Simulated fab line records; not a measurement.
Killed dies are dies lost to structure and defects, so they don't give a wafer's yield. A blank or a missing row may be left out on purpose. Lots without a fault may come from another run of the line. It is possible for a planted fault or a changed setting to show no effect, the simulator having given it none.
Chamber matching -- flow sky130 -- pecvd-01 running SKY_CONTACT_CVD_00: 3 sister chambers
The step deposits Si3N4, target thk 75 nm. 6 wafers are shown with their chamber, then 9 later ones without.

## EACH WAFER AND ITS CHAMBER
wafer,chamber,susceptor_temp_C (C),heater_power_w (W)
L083.4,1,399.59,683
L087.3,2,400.25,632
L087.4,2,400.00,647
L090.1,0,400.11,712
L090.5,0,400.16,707
L090.6,1,399.77,647

## WAFERS WITH NO CHAMBER GIVEN
wafer,susceptor_temp_C (C),heater_power_w (W)
L094.2,399.82,676
L094.3,400.28,704
L094.4,399.57,645
L092.2,399.73,674
L092.4,399.99,706
L092.6,399.80,616
L097.2,399.88,672
L097.3,399.84,604
L097.5,399.63,618

## EACH ONE'S CHAMBER
wafer,from the rows above,in truth
L094.2,can't be placed: 1 or 0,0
L094.3,0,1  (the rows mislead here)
L094.4,1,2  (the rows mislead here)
L092.2,1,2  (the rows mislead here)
L092.4,0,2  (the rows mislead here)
L092.6,can't be placed: 2 or 1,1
L097.2,can't be placed: 1 or 2 or 0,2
L097.3,can't be placed: 2 or 1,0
L097.5,can't be placed: 1 or 2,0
0 of 9 placed correctly. Cannot be placed on the basis of these rows: 5; the candidates contain the true chamber in 3. Wrongly placed: 4.
How it was worked out, from the rows above alone: a wafer's distance from a chamber is the root of the sum, over the readings, of the square of ((its reading less the chamber's mean) divided by the reading's scatter). If the next closest chamber is less than 2 further off than the closest, the wafer can't be placed; otherwise it belongs to the closest. A chamber's mean is the mean of its shown wafers. The scatter is the square root of a quotient: the sum, over the shown wafers, of each reading's squared deviation from its chamber's mean, divided by wafers minus chambers.
